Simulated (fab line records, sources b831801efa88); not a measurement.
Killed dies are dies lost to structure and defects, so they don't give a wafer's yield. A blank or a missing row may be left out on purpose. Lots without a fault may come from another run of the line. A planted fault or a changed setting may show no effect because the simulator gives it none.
Which tool did it? | flow sfq_line | 6 lots, 18 wafers sampled, at 1 step of a route of 325

WHAT THE GAUGES READ, wafer by wafer
SFQ_JJ_RS_MEAS_929: measures by four-point-probe.
lot  | measured     | on            | JJ_NB_RS (ohm/sq)
L284 | day 55 21:24 | film_metro-01 | 1.075 1.077 1.079
L286 | day 56 06:37 | film_metro-02 | 1.050 1.032 1.050
L289 | day 56 13:11 | film_metro-02 | 1.079 1.082 1.063
L295 | day 57 07:01 | film_metro-01 | 1.058 1.059 1.065
L301 | day 62 21:07 | film_metro-01 | 1.043 1.039 1.041
L303 | day 63 16:19 | film_metro-02 | 1.070 1.065 1.068

WHICH TOOL RAN EACH LOT (tool, then ch and the chambers of the sampled wafers, then the start)
The record holds no process step before these readings.

THE ANSWER, worked out from the rows above alone
Rule: what is usual is taken from the lots themselves. Put in order of their means at a reading, lots are off if they are a third of the lots or fewer, leave a main group of 4 or more, and stand apart from it by a gap of 3 or more times the standard deviation of the main group's means; of several such gaps the widest counts. A main group whose means are all the same, to the digits that the tables above print for the reading, isn't used. A lot without any number at a reading at which 4 lots or more have one is off too. The other lots that the step has rows for count as sound.
No lot is off at any reading shown: from this, nothing can be told.

WHAT THE SIMULATOR HAD PUT IN
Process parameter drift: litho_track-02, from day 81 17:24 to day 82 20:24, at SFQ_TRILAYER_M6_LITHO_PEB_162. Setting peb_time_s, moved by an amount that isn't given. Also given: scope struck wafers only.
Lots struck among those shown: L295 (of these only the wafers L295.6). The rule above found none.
